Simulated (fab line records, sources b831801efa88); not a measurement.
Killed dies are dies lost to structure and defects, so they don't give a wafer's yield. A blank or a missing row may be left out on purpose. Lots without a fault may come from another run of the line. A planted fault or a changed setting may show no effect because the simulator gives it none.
fab line records | flow sky130
record lots=5 wafers=23
route steps=708 shown FIELD_ISO@4 NWELL@33 VT_ADJUST_HVTP@94 VT_ADJUST_LVTN@105 VT_ADJUST_NCORE@121
start_h: hours from the record's first day to the start of the lot's first wafer shown | wait_h: hours since the lot's step before | " the same as in the row above | L1.1+2: a row that stands for several wafers | - no value, or no start given | * or withheld: withheld | < > ~ a bound
route shown NAME@n: a module of which the file shows steps, and the number in the route of the first | usual: mean/standard deviation of fault-free wafers | same: alike in all rows | chamber/n: place in a boat | sites: the reading at each site | _std_site: their standard deviation | _edge_site: outer sites' mean less inner sites' | radius_mm: how far each site lies from the wafer's centre | mask NAME#n: copy n | behind: the tool/chamber that last shaped the wafer | hold: why the lot was held/for how many hours/how that ended | device: the transistor (n, p or np) that didn't switch | end of line: the same wafers' tests at the end of the route | a step without rows: its recipe alone | killed: dies lost to structure and defects at the first sort, not the wafer's yield | map: a wafer's dies, x killed, . not, _ none there
set.NAME: the setting as run; set.NAME@STEP: as run at that earlier step | model.NAME: the simulator's own value behind a step, which no gauge read
lots whose settings were changed on purpose; a table a step, a row a wafer
## steps
# step SKY_FIELD_ISO_CVD_03
# recipe material=Si3N4 precursor=DCS/NH3 target_thk_nm=165 temp_c=770 time_s=2830 pressure_mtorr=250
# columns lot.wafer tool chamber start_h wait_h set.pressure_mtorr model.Si3N4_of_FIELD_ISO_CVD_03.thk_nm
L076.1 - - - 0.1 266.2 168.5
L076.2+5 " - " " 266.2 168.2
L076.3 " - " " 266.2 169.7
L076.6 " - " " 266.2 169.9
L080.1 - - - 2.4 213 156.1
L080.3 " - " " 213 155.3
L080.4 " - " " 213 155.6
L080.5 " - " " 213 155.9
L080.6 " - " " 213 155.2
L082.1 - - - 0.1 272.2 169.6
L082.2 " - " " 272.2 169.1
L082.3 " - " " 272.2 168.2
L082.5 " - " " 272.2 168.4
L082.6 " - " " 272.2 170.3
L083.4 lpcvd-02 1 56.93 0.0 250 167.3
L083.5 " 1 " " 250 165.5
L083.6 " 1 " " 250 167.8
L085.2 - - - 1.1 250 163.6
L085.3 " - " " 250 164.3
L085.4 " - " " 250 165
L085.5 " - " " 250 163.8
L085.6 " - " " 250 164.1
# step SKY_FIELD_ISO_THK_MEAS_04
# recipe reads=Si3N4_of_FIELD_ISO_CVD_03
# usual FIELD_ISO_CVD_03_THK=165.4/1.7
# columns lot.wafer tool chamber start_h wait_h set.pressure_mtorr@FIELD_ISO_CVD_03 FIELD_ISO_CVD_03_THK[nm]
L076.1 film_metro-01 - - - 266.2 168.5
L076.2 " - " " 266.2 168.3
L076.3 " - " " 266.2 169.5
L076.5 " - " " 266.2 168.3
L076.6 " - " " 266.2 169.8
L080.1 film_metro-03 - - - 213 156.1
L080.3 " - " " 213 155.4
L080.4 " - " " 213 155.6
L080.5 " - " " 213 155.8
L080.6 " - " " 213 155.3
L082.1 film_metro-02 - - - 272.2 169.7
L082.2 " - " " 272.2 169.1
L082.3 " - " " 272.2 168.1
L082.5 " - " " 272.2 168.5
L082.6 " - " " 272.2 170.3
L083.4 film_metro-01 - 58.74 0.0 250 167.4
L083.5 " - " " 250 165.5
L083.6 " - " " 250 167.8
L085.2 film_metro-02 - - - 250 163.6
L085.3 " - " " 250 164.3
L085.4 " - " " 250 164.8
L085.5 " - " " 250 163.8
L085.6 " - " " 250 164.0
# step SKY_NWELL_OXIDATION_01
# recipe temp_c=900 ambient=O2 stabilise_s=600 purge_s=300 target_thk_a=100 ox_time_s=1418
# columns lot.wafer tool chamber start_h wait_h set.temp_c model.SiO2_of_NWELL_OXIDATION_01.thk_nm
L076.1 - - - 0.0 900 9.961
L076.2 " - " " 900 9.966
L076.3 " - " " 900 9.909
L076.5 " - " " 900 10
L076.6 " - " " 900 10.04
L080.1 - - - 1.2 873.5 7.436
L080.3 " - " " 873.5 7.412
L080.4 " - " " 873.5 7.425
L080.5 " - " " 873.5 7.485
L080.6 " - " " 873.5 7.582
L082.1 - - - 1.1 900 9.989
L082.2 " - " " 900 9.85
L082.3 " - " " 900 9.954
L082.5 " - " " 900 9.863
L082.6 " - " " 900 9.865
L083.4 furnace-02 0 82.24 0.6 900 10.1
L083.5 " 0 " " 900 9.925
L083.6 " 0 " " 900 10.2
L085.2 - - - 3.4 874.2 7.813
L085.3 " - " " 874.2 7.811
L085.4 " - " " 874.2 7.727
L085.5 " - " " 874.2 7.889
L085.6 " - " " 874.2 7.936
# step SKY_NWELL_THK_MEAS_02
# recipe reads=SiO2_of_NWELL_OXIDATION_01
# usual NWELL_OXIDATION_THK=10.00/0.2
# columns lot.wafer tool chamber start_h wait_h set.temp_c@NWELL_OXIDATION_01 NWELL_OXIDATION_THK[nm]
L076.1 film_metro-04 - - - 900 9.96
L076.2 " - " " 900 10.02
L076.3 " - " " 900 9.93
L076.5 " - " " 900 10.00
L076.6 " - " " 900 10.06
L080.1 film_metro-01 - - - 873.5 7.41
L080.3 " - " " 873.5 7.49
L080.4 " - " " 873.5 7.38
L080.5 " - " " 873.5 7.51
L080.6 " - " " 873.5 7.55
L082.1 film_metro-01 - - - 900 9.96
L082.2 " - " " 900 9.89
L082.3 " - " " 900 9.92
L082.5 " - " " 900 9.85
L082.6 " - " " 900 9.88
L083.4 film_metro-02 - 83.66 0.0 900 10.14
L083.5 " - " " 900 9.87
L083.6 " - " " 900 10.17
L085.2 film_metro-01 - - - 874.2 7.81
L085.3 " - " " 874.2 7.79
L085.4 " - " " 874.2 7.76
L085.5 " - " " 874.2 7.88
L085.6 " - " " 874.2 7.97
# step SKY_NWELL_COAT_05
# recipe spin_rpm=2000 resist_thk_nm=3000
# columns lot.wafer tool chamber start_h wait_h set.spin_rpm model.coat_of_NWELL_COAT_05.thk_nm
L076.1 litho_track-04 0 86.68 0.1 2000 2995
L076.2 " 0 " " 1905 3069
L076.3 " 0 " " 2000 2989
L076.5 " 0 " " 1905 3064
L076.6 " 0 " " 1905 3065
L080.1 litho_track-04 0 111.73 0.1 2116 2923
L080.3 " 0 " " 2116 2921
L080.4 " 0 " " 2000 3000
L080.5 " 0 " " 2000 2999
L080.6 " 0 " " 2116 2919
L082.1 litho_track-04 0 127.38 0.1 2000 2996
L082.2 " 0 " " 2000 3006
L082.3 " 0 " " 2000 2990
L082.5 " 0 " " 1935 3060
L082.6 " 0 " " 1935 3053
L083.4 litho_track-01 0 128.31 0.1 2000 3000
L083.5 " 0 " " 2000 3005
L083.6 " 0 " " 2000 3004
L085.2 litho_track-02 0 143.29 0.1 2131 2897
L085.3 " 0 " " 2000 2992
L085.4 " 0 " " 2000 2998
L085.5 " 0 " " 2131 2901
L085.6 " 0 " " 2131 2893
# step SKY_NWELL_SOFTBAKE_06
# recipe temp_c=110 time_s=withheld
# step SKY_NWELL_EXPOSE_07
# recipe mask_id=NWM na=0.6 source_shape=conventional sigma_outer=0.6 polarization=unpolarized target_cd_nm=840 dose_mj=255
# step SKY_NWELL_IMPLANT_12
# recipe species=P energy_kev=120 dose_cm2=1.3e+12 tilt_deg=withheld
# step SKY_NWELL_IMPLANT_13
# recipe species=P energy_kev=50 dose_cm2=7e+11 tilt_deg=withheld
# step SKY_NWELL_STRIP_14
# recipe chemistry=O2/N2 power_w=1400 pressure_mtorr=1500 platen_temp_c=withheld o2_flow_sccm=3000 n2_flow_sccm=300 overash_fraction=0.5
# usual strip_time_to_endpoint_s=36.90/0.076
# columns lot.wafer tool chamber start_h wait_h set.spin_rpm@NWELL_COAT_05 strip_time_to_endpoint_s
L076.1 plasma_asher-02 1 95.77 0.1 2000 36.85
L076.2 " 0 " " 1905 37.68
L076.3 " 0 " " 2000 36.78
L076.5 " 1 " " 1905 37.65
L076.6 " 0 " " 1905 37.66
L080.1 plasma_asher-01 1 121.61 0.1 2116 36.04
L080.3 " 0 " " 2116 36.02
L080.4 " 1 " " 2000 36.90
L080.5 " 1 " " 2000 36.91
L080.6 " 0 " " 2116 35.99
L082.1 plasma_asher-01 0 137.36 0.1 2000 36.87
L082.2 " 1 " " 2000 36.99
L082.3 " 0 " " 2000 36.81
L082.5 " 1 " " 1935 37.58
L082.6 " 0 " " 1935 37.53
L083.4 plasma_asher-01 0 138.13 0.1 2000 36.91
L083.5 " 1 " " 2000 36.96
L083.6 " 0 " " 2000 36.97
L085.2 plasma_asher-03 0 153.40 0.1 2131 35.74
L085.3 " 1 " " 2000 36.82
L085.4 " 0 " " 2000 36.89
L085.5 " 0 " " 2131 35.78
L085.6 " 1 " " 2131 35.69
# step SKY_NWELL_COAT_18
# recipe spin_rpm=2000 resist_thk_nm=3000
# columns lot.wafer tool chamber start_h wait_h set.resist_thk_nm model.coat_of_NWELL_COAT_18.thk_nm
L076.1 litho_track-04 0 103.58 0.1 3055 3054
L076.2 " 0 " " 3055 3042
L076.3 " 0 " " 3000 2991
L076.5 " 0 " " 3000 2995
L076.6 " 0 " " 3000 2992
L080.1 litho_track-02 0 130.96 0.1 3000 3007
L080.3 " 0 " " 3000 3009
L080.4 " 0 " " 3000 3008
L080.5 " 0 " " 3000 3006
L080.6 " 0 " " 3000 3003
L082.1 litho_track-04 0 146.98 0.1 3000 2982
L082.2 " 0 " " 3000 2978
L082.3 " 0 " " 3084 3068
L082.5 " 0 " " 3000 2992
L082.6 " 0 " " 3084 3067
L083.4 litho_track-04 0 148.05 0.1 3000 2977
L083.5 " 0 " " 3000 2973
L083.6 " 0 " " 3000 2976
L085.2 litho_track-01 0 162.91 0.1 2821 2821
L085.3 " 0 " " 3000 3000
L085.4 " 0 " " 3000 2995
L085.5 " 0 " " 2821 2819
L085.6 " 0 " " 3000 2991
# step SKY_NWELL_SOFTBAKE_19
# recipe temp_c=110 time_s=withheld
# step SKY_NWELL_EXPOSE_20
# recipe mask_id=NWM_COMPLEMENT na=0.6 source_shape=conventional sigma_outer=0.6 polarization=unpolarized target_cd_nm=840 dose_mj=260
# step SKY_NWELL_IMPLANT_24
# recipe species=B energy_kev=140 dose_cm2=9.047e+12 tilt_deg=withheld
# step SKY_NWELL_STRIP_25
# recipe chemistry=O2/N2 power_w=1400 pressure_mtorr=1500 platen_temp_c=withheld o2_flow_sccm=3000 n2_flow_sccm=300 overash_fraction=0.5
# usual strip_time_to_endpoint_s=36.89/0.13
# columns lot.wafer tool chamber start_h wait_h set.resist_thk_nm@NWELL_COAT_18 strip_time_to_endpoint_s
L076.1 plasma_asher-03 0 112.60 0.1 3055 37.52
L076.2 " 1 " " 3055 37.42
L076.3 " 1 " " 3000 36.82
L076.5 " 0 " " 3000 36.85
L076.6 " 1 " " 3000 36.81
L080.1 plasma_asher-01 1 140.77 0.1 3000 37.00
L080.3 " 1 " " 3000 37.02
L080.4 " 0 " " 3000 37.01
L080.5 " 1 " " 3000 36.97
L080.6 " 0 " " 3000 36.94
L082.1 plasma_asher-02 0 157.46 0.1 3000 36.69
L082.2 " 1 " " 3000 36.64
L082.3 " 0 " " 3084 37.67
L082.5 " 1 " " 3000 36.82
L082.6 " 0 " " 3084 37.67
L083.4 plasma_asher-02 0 158.20 0.1 3000 36.63
L083.5 " 1 " " 3000 36.60
L083.6 " 0 " " 3000 36.62
L085.2 plasma_asher-03 1 172.77 0.1 2821 34.87
L085.3 " 0 " " 3000 36.90
L085.4 " 1 " " 3000 36.85
L085.5 " 0 " " 2821 34.85
L085.6 " 1 " " 3000 36.80
# step SKY_VT_ADJUST_HVTP_IMPLANT_09
# recipe species=As energy_kev=150 dose_cm2=4.3e+12 tilt_deg=withheld
# columns lot.wafer tool chamber start_h wait_h set.dose_cm2
L076.1+2+3+5+6 implanter-03 0 130.59 0.0 4.3e+12
L080.1+5 implanter-02 0 159.93 0.0 4.457e+12
L080.3+4+6 " 0 " " 4.3e+12
L082.1+6 implanter-03 0 177.73 0.0 4.55e+12
L082.2+3+5 " 0 " " 4.3e+12
L083.4+5+6 implanter-02 0 178.11 0.1 4.3e+12
L085.2+4+6 implanter-01 0 194.46 0.0 4.3e+12
L085.3+5 " 0 " " 4.153e+12
# step SKY_VT_ADJUST_HVTP_STRIP_10
# recipe chemistry=O2/N2 power_w=1400 pressure_mtorr=1500 platen_temp_c=withheld o2_flow_sccm=3000 n2_flow_sccm=300 overash_fraction=0.5
# step SKY_VT_ADJUST_HVTP_TW_MEAS_11
# usual VT_ADJUST_HVTP_TW=1362/11
# columns lot.wafer tool chamber start_h wait_h set.dose_cm2@VT_ADJUST_HVTP_IMPLANT_09 VT_ADJUST_HVTP_TW
L076.1 film_metro-04 - 130.84 0.1 4.3e+12 1354
L076.2 " - " " 4.3e+12 1357
L076.3 " - " " 4.3e+12 1360
L076.5 " - " " 4.3e+12 1358
L076.6 " - " " 4.3e+12 1357
L080.1 film_metro-03 - 160.18 0.1 4.457e+12 1380
L080.3 " - " " 4.3e+12 1370
L080.4 " - " " 4.3e+12 1364
L080.5 " - " " 4.457e+12 1381
L080.6 " - " " 4.3e+12 1364
L082.1 film_metro-04 - 177.98 0.1 4.55e+12 1383
L082.2 " - " " 4.3e+12 1365
L082.3 " - " " 4.3e+12 1365
L082.5 " - " " 4.3e+12 1366
L082.6 " - " " 4.55e+12 1395
L083.4 film_metro-02 - 178.31 0.1 4.3e+12 1347
L083.5 " - " " 4.3e+12 1348
L083.6 " - " " 4.3e+12 1353
L085.2 film_metro-03 - 194.70 0.1 4.3e+12 1374
L085.3 " - " " 4.153e+12 1363
L085.4 " - " " 4.3e+12 1375
L085.5 " - " " 4.153e+12 1359
L085.6 " - " " 4.3e+12 1370
# step SKY_VT_ADJUST_LVTN_IMPLANT_08
# recipe species=B energy_kev=30 dose_cm2=1.57e+12 tilt_deg=withheld
# columns lot.wafer tool chamber start_h wait_h set.dose_cm2
L076.1+2+3 implanter-01 0 150.07 0.0 1.461e+12
L076.5+6 " 0 " " 1.57e+12
L080.1+4+6 implanter-01 0 179.67 0.0 1.57e+12
L080.3+5 " 0 " " 1.458e+12
L082.1+5 implanter-04 0 198.65 0.0 1.57e+12
L082.2+3+6 " 0 " " 1.539e+12
L083.4+5+6 implanter-02 0 199.20 0.1 1.57e+12
L085.2+3+4+5+6 implanter-04 0 215.50 0.0 1.57e+12
# step SKY_VT_ADJUST_LVTN_STRIP_09
# recipe chemistry=O2/N2 power_w=1400 pressure_mtorr=1500 platen_temp_c=withheld o2_flow_sccm=3000 n2_flow_sccm=300 overash_fraction=0.5
# step SKY_VT_ADJUST_LVTN_TW_MEAS_10
# usual VT_ADJUST_LVTN_TW=243.5/1.6
# columns lot.wafer tool chamber start_h wait_h set.dose_cm2@VT_ADJUST_LVTN_IMPLANT_08 VT_ADJUST_LVTN_TW
L076.1 film_metro-03 - 150.32 0.1 1.461e+12 239.3
L076.2 " - " " 1.461e+12 239.8
L076.3 " - " " 1.461e+12 238.5
L076.5 " - " " 1.57e+12 242.8
L076.6 " - " " 1.57e+12 244.2
L080.1 film_metro-01 - 179.92 0.1 1.57e+12 240.9
L080.3 " - " " 1.458e+12 237.2
L080.4 " - " " 1.57e+12 240.8
L080.5 " - " " 1.458e+12 234.8
L080.6 " - " " 1.57e+12 241.1
L082.1 film_metro-01 - 198.90 0.1 1.57e+12 240.1
L082.2 " - " " 1.539e+12 240.6
L082.3 " - " " 1.539e+12 240.0
L082.5 " - " " 1.57e+12 241.1
L082.6 " - " " 1.539e+12 240.1
L083.4 film_metro-03 - 199.40 0.1 1.57e+12 245.2
L083.5 " - " " 1.57e+12 245.4
L083.6 " - " " 1.57e+12 244.7
L085.2 film_metro-03 - 215.73 0.1 1.57e+12 245.3
L085.3 " - " " 1.57e+12 245.0
L085.4 " - " " 1.57e+12 244.8
L085.5 " - " " 1.57e+12 244.4
L085.6 " - " " 1.57e+12 244.0
# step SKY_VT_ADJUST_LVTN_COAT_13
# recipe resist=NOVOLAK spin_rpm=3000 resist_thk_nm=1140
# columns lot.wafer tool chamber start_h wait_h set.resist_thk_nm model.NOVOLAK_of_VT_ADJUST_LVTN_COAT_13.thk_nm
L076.1 litho_track-03 0 159.29 0.1 1174 1168
L076.2 " 0 " " 1140 1137
L076.3+5 " 0 " " 1174 1170
L076.6 " 0 " " 1140 1139
L080.1 litho_track-03 0 190.44 0.1 1140 1138
L080.3 " 0 " " 1140 1145
L080.4 " 0 " " 1140 1142
L080.5 " 0 " " 1160 1161
L080.6 " 0 " " 1160 1164
L082.1 litho_track-01 0 208.78 0.1 1117 1115
L082.2+3 " 0 " " 1117 1114
L082.5 " 0 " " 1140 1136
L082.6 " 0 " " 1140 1134
L083.4 litho_track-01 0 209.45 0.1 1140 1140
L083.5 " 0 " " 1140 1137
L083.6 " 0 " " 1140 1136
L085.2+5 litho_track-03 0 226.61 0.1 1140 1142
L085.3 " 0 " " 1140 1144
L085.4 " 0 " " 1094 1099
L085.6 " 0 " " 1094 1096
# step SKY_VT_ADJUST_LVTN_SOFTBAKE_14
# recipe temp_c=90 time_s=60 resist=NOVOLAK
# step SKY_VT_ADJUST_LVTN_EXPOSE_15
# recipe mask_id=HVN_STD_DERIVED na=0.6 source_shape=conventional sigma_outer=0.6 polarization=unpolarized target_cd_nm=600 dose_mj=163
# step SKY_VT_ADJUST_LVTN_IMPLANT_19
# recipe species=B energy_kev=30 dose_cm2=6.5e+11 tilt_deg=withheld
# step SKY_VT_ADJUST_LVTN_STRIP_20
# recipe chemistry=O2/N2 power_w=1400 pressure_mtorr=1500 platen_temp_c=withheld o2_flow_sccm=3000 n2_flow_sccm=300 overash_fraction=0.5
# usual strip_time_to_endpoint_s=14.17/0.039
# columns lot.wafer tool chamber start_h wait_h set.resist_thk_nm@VT_ADJUST_LVTN_COAT_13 strip_time_to_endpoint_s
L076.1 plasma_asher-04 1 169.80 0.1 1174 14.48
L076.2 " 0 " " 1140 14.14
L076.3 " 0 " " 1174 14.49
L076.5 " 1 " " 1174 14.51
L076.6 " 0 " " 1140 14.17
L080.1 plasma_asher-02 1 200.97 0.1 1140 14.14
L080.3 " 0 " " 1140 14.23
L080.4 " 1 " " 1140 14.20
L080.5 " 1 " " 1160 14.41
L080.6 " 0 " " 1160 14.42
L082.1 plasma_asher-04 1 220.42 0.1 1117 13.88
L082.2 " 0 " " 1117 13.89
L082.3 " 0 " " 1117 13.87
L082.5 " 0 " " 1140 14.12
L082.6 " 1 " " 1140 14.10
L083.4 plasma_asher-02 0 220.75 0.1 1140 14.17
L083.5 " 0 " " 1140 14.15
L083.6 " 1 " " 1140 14.14
L085.2 plasma_asher-04 1 239.07 0.1 1140 14.19
L085.3 " 1 " " 1140 14.21
L085.4 " 0 " " 1094 13.69
L085.5 " 0 " " 1140 14.19
L085.6 " 1 " " 1094 13.67
# step SKY_VT_ADJUST_NCORE_COAT_02
# recipe resist=NOVOLAK spin_rpm=3000 resist_thk_nm=1140
# columns lot.wafer tool chamber start_h wait_h set.resist_thk_nm model.NOVOLAK_of_VT_ADJUST_NCORE_COAT_02.thk_nm
L076.1 litho_track-04 0 178.53 0.1 1166 1170
L076.2 " 0 " " 1140 1143
L076.3 " 0 " " 1140 1141
L076.5 " 0 " " 1166 1168
L076.6 " 0 " " 1166 1166
L080.1+5 litho_track-04 0 211.68 0.1 1140 1137
L080.3 " 0 " " 1140 1139
L080.4 " 0 " " 1084 1084
L080.6 " 0 " " 1084 1082
L082.1 litho_track-03 0 231.94 0.1 1140 1142
L082.2 " 0 " " 1140 1141
L082.3 " 0 " " 1113 1111
L082.5 " 0 " " 1113 1113
L082.6 " 0 " " 1113 1115
L083.4+5 litho_track-02 0 232.09 0.1 1140 1144
L083.6 " 0 " " 1140 1143
L085.2 litho_track-02 0 249.84 0.1 1101 1100
L085.3 " 0 " " 1140 1134
L085.4+5 " 0 " " 1101 1097
L085.6 " 0 " " 1140 1133
## key
split step=SKY_FIELD_ISO_CVD_03 setting=pressure_mtorr stated=250 by=lot
response step=SKY_FIELD_ISO_CVD_03 reading=model.Si3N4_of_FIELD_ISO_CVD_03.thk_nm change=+0.592 per=1% r=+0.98
response step=SKY_FIELD_ISO_THK_MEAS_04 reading=FIELD_ISO_CVD_03_THK change=+0.591 per=1% r=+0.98
split step=SKY_NWELL_OXIDATION_01 setting=temp_c stated=900 by=lot
response step=SKY_NWELL_OXIDATION_01 reading=model.SiO2_of_NWELL_OXIDATION_01.thk_nm change=+0.8 per=1% r=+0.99
response step=SKY_NWELL_THK_MEAS_02 reading=NWELL_OXIDATION_THK change=+0.8 per=1% r=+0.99
split step=SKY_NWELL_COAT_05 setting=spin_rpm stated=2000 by=wafer
response step=SKY_NWELL_COAT_05 reading=model.coat_of_NWELL_COAT_05.thk_nm change=-14.9 per=1% r=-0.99
response step=SKY_NWELL_STRIP_14 reading=strip_time_to_endpoint_s change=* per=1% r=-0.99
split step=SKY_NWELL_COAT_18 setting=resist_thk_nm stated=3000 by=wafer
response step=SKY_NWELL_COAT_18 reading=model.coat_of_NWELL_COAT_18.thk_nm change=+29.5 per=1% r=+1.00
response step=SKY_NWELL_STRIP_25 reading=strip_time_to_endpoint_s change=* per=1% r=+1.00
split step=SKY_VT_ADJUST_HVTP_IMPLANT_09 setting=dose_cm2 stated=4.3e+12 by=wafer
response step=SKY_VT_ADJUST_HVTP_TW_MEAS_11 reading=VT_ADJUST_HVTP_TW change=+3.97 per=1% r=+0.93
split step=SKY_VT_ADJUST_LVTN_IMPLANT_08 setting=dose_cm2 stated=1.57e+12 by=wafer
response step=SKY_VT_ADJUST_LVTN_TW_MEAS_10 reading=VT_ADJUST_LVTN_TW change=+0.64 per=1% r=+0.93
split step=SKY_VT_ADJUST_LVTN_COAT_13 setting=resist_thk_nm stated=1140 by=wafer
response step=SKY_VT_ADJUST_LVTN_COAT_13 reading=model.NOVOLAK_of_VT_ADJUST_LVTN_COAT_13.thk_nm change=+11 per=1% r=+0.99
response step=SKY_VT_ADJUST_LVTN_STRIP_20 reading=strip_time_to_endpoint_s change=* per=1% r=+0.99
split step=SKY_VT_ADJUST_NCORE_COAT_02 setting=resist_thk_nm stated=1140 by=wafer
response step=SKY_VT_ADJUST_NCORE_COAT_02 reading=model.NOVOLAK_of_VT_ADJUST_NCORE_COAT_02.thk_nm change=+11.1 per=1% r=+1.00
